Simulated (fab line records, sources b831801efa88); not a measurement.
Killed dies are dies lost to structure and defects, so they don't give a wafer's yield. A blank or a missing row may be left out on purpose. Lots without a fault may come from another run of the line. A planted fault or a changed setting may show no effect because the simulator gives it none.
A struck lot beside a sound one | flow sky130 | 23 steps out of a route of 708
Sound: wafers L927.2, L927.4, L927.5. Struck: wafers L934.3, L934.5, L934.6. The cause comes at the end.
At each step with rows: each side's tool, then ch and its chambers, then its first start. Under that, the readings that differ: sound wafers | struck wafers | difference of the means | sigmas: that difference in standard deviations of wafers without a fault.
alike: readings whose means differ by less than 2 such deviations, and words and numbers that are the same on both sides. not compared: withheld readings, readings that some wafer has no value for, bounds like >300 that may hide the same value, and numbers for which the record gives no deviation and whose values overlap.
The two part at a step that has a row with sigmas, a row that says differs or no value, or rows on one side only. Numbers that don't overlap but have no deviation are shown without sigmas and don't part them. A reading that every wafer of one side lacks parts them only if that side has two wafers or more.

first, 2 steps without rows for these wafers: SKY_POLY_GATE_CLEAN_19 (cleans in SC1/SC2, time 150 s); SKY_POLY_GATE_OXIDATION_20 (stabilise 600 s, purge 300 s, target thk 4 nm).
SKY_POLY_GATE_THK_MEAS_21:
  sound on film_metro-02, day 19 00:08; struck on film_metro-04, day 21 13:32
  alike: POLY_GATE_OXIDATION_THK
SKY_POLY_GATE_CD_MEAS_22:
  sound on cd_sem-01, day 19 00:14; struck on cd_sem-01, day 21 13:38
  alike: cd_nm
then, 7 steps without rows for these wafers: SKY_LDD_N_DEHYDRATE_00 (time 60 s); SKY_LDD_N_HMDS_01 (prime time 60 s); SKY_LDD_N_COAT_02 (resist thk 300 nm); SKY_LDD_N_SOFTBAKE_03 (time 60 s); SKY_LDD_N_EXPOSE_04 (exposes mask NTM, target cd 840 nm); SKY_LDD_N_PEB_05; SKY_LDD_N_DEVELOP_06 (develop time 60 s).
SKY_LDD_N_OVL_MEAS_07:
  sound on overlay-01, day 20 06:42; struck on overlay-01, day 22 20:41
  alike: LDD_N_OVL
SKY_LDD_N_IMPLANT_08:
  sound on implanter-04 ch 0, day 20 06:45; struck on implanter-04 ch 0, day 22 20:45
  reading                          | sound                   | struck                       | difference | sigmas
  beam_on_s (s)                    | 10.03 10.10 9.96        | 12.12 11.87 12.27            | +2.06      | +10
  end_station_pressure_torr (Torr) | 5.7e-06 5.6e-06 5.2e-06 | 9.12e-05 0.0001092 0.0001023 | +9.54e-05  | +99 or more
  faraday_current_uA               | 420 417 423             | 352 360 349                  | -66        | -8
then, 7 steps without rows for these wafers: SKY_LDD_N_IMPLANT_09; SKY_LDD_N_IMPLANT_10; SKY_LDD_N_IMPLANT_11; SKY_LDD_N_IMPLANT_12; SKY_LDD_N_IMPLANT_13; SKY_LDD_N_IMPLANT_14; SKY_LDD_N_IMPLANT_15.
SKY_LDD_N_STRIP_16: strips in O2/N2.
  sound on plasma_asher-03 ch 0,1, day 20 07:56; struck on plasma_asher-01 ch 0,1, day 22 21:56
  reading                      | sound             | struck            | difference | sigmas
  strip_time_to_endpoint_s (s) | 4.295 4.299 4.310 | 4.380 4.372 4.371 | +0.073     | +6
  alike: drypump_motor_current_A, o2_flow_sccm, oes_product_au
  not compared: rf_hours_counter_h
SKY_LDD_N_TW_MEAS_17:
  sound on film_metro-03, day 20 08:02; struck on film_metro-04, day 22 22:01
  alike: LDD_N_TW
-- the record jumps here: 27 days lie between the struck wafers' starts before and after (it left off in module LDD_N and takes up again in module PAD_OPEN, whose first step shown is number 708 of the route) --
SKY_PAD_OPEN_PROBE_99:
  sound on prober-01, day 48 00:59; struck on prober-02, day 49 15:07
  reading                     | sound             | struck            | difference | sigmas
  killed_open                 | 40 32 56          | 58 60 59          | +16        | +2
  model.etest.tip_n.rs_ohm_sq | 449.2 446.9 450.1 | 426.2 428.3 431.5 | -20.1      |
  alike: killed_at_M0_to_M3, killed_at_M4_up, killed_at_contacts, killed_at_front_end, killed_at_other, killed_dies, killed_short

WHERE THEY PART
First at SKY_LDD_N_IMPLANT_08; last, within this record, at SKY_PAD_OPEN_PROBE_99.

WHY: what the simulator had put in
Process parameter drift: implanter-04, from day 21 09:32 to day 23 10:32, at SKY_LDD_N_IMPLANT_08. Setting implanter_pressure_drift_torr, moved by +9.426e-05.
Process parameter drift: implanter-04, from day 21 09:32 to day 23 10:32, at SKY_LDD_N_IMPLANT_08. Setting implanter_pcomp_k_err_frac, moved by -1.
